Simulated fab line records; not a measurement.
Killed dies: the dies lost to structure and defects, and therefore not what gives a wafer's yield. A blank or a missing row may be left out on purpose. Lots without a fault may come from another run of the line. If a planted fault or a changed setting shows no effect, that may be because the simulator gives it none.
One fault seen from 2 desks	flow gf180mcu	each desk has only its own numbers; what lay behind them comes last

DESK OF THE TOOL OWNER: pvd_sputter-01
At GF_M4_SPUTTER_01 (material TiN, target thk 30 nm, time 25 s) the tool's own readings: per lot run on this tool, the mean of the sampled wafers that have a number. Any lot whose mean is over 4 standard deviations away from the usual mean is out of limits and marked OUT; that distance is given in the brackets.
Columns: A = cathode_dc_power_W at GF_M4_SPUTTER_01, usual 6499.9 W; B = throttle_valve_pct at GF_M4_SPUTTER_01, usual 29.7 %
lot	first seen here	A	B
L525	day 22 08:16	6500.1	29.7
L528	day 23 13:10	6499.6	29.6
L530	day 24 05:58	6500.6	29.1
L533	day 25 11:20	6499.6	30.0
L534	day 25 17:50	6498.9	29.3
L542	day 28 03:02	6499.9	29.3
This desk's verdict: no lot among the 6 shows anything out of limits.

FROM THE METROLOGY DESK
Lot by lot, what the gauges showed, no matter which tool ran the lot: averages of those sampled wafers that carry a number. Any lot whose mean is over 4 standard deviations away from the usual mean is out of limits and marked OUT; that distance is given in the brackets.
Columns: A = cd_nm at GF_M4_CD_MEAS_14, usual 280.3 nm; B = V4_CVD_00_THK at GF_V4_THK_MEAS_01, usual 599 nm
lot	first seen here	A	B
L525	day 23 06:46	281.6	600
L526	day 23 15:05	279.9	595
L527	day 24 01:13	280.3	610
L528	day 24 11:37	280.2	605
L529	day 24 18:23	279.8	598
L530	day 25 03:52	281.5	604
L531	day 25 11:33	280.9	602
L532	day 25 21:33	279.0	602
L533	day 26 08:14	282.7	592
L534	day 26 15:11	280.5	601
L542	day 28 22:03	275.5 (-4.4) OUT	595
L545	day 29 17:09	279.5	604
Finding of this desk: L542 out of limits; the first was L542 at day 28 22:03, on cd_nm at GF_M4_CD_MEAS_14. Within limits: L525, L526, L527, L528, L529, L530, L531, L532, L533, L534, L545.

TAKEN TOGETHER
At day 28 22:03 the metrology desk could have sounded an alarm, on L542.
The desk of the tool owner found nothing out of limits.
On record at the tool owner's desk: L542, within its limits.
GF_M4_SPUTTER_01 was run on pvd_sputter-01 by each of the lots named.

WHAT WAS PUT IN BY THE SIMULATOR
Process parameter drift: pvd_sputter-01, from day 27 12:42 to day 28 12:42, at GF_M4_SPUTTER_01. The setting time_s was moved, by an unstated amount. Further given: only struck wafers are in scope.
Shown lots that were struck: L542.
Time in hours between the start of the fault and the first out-of-limits reading at each desk: metrology desk, 33.
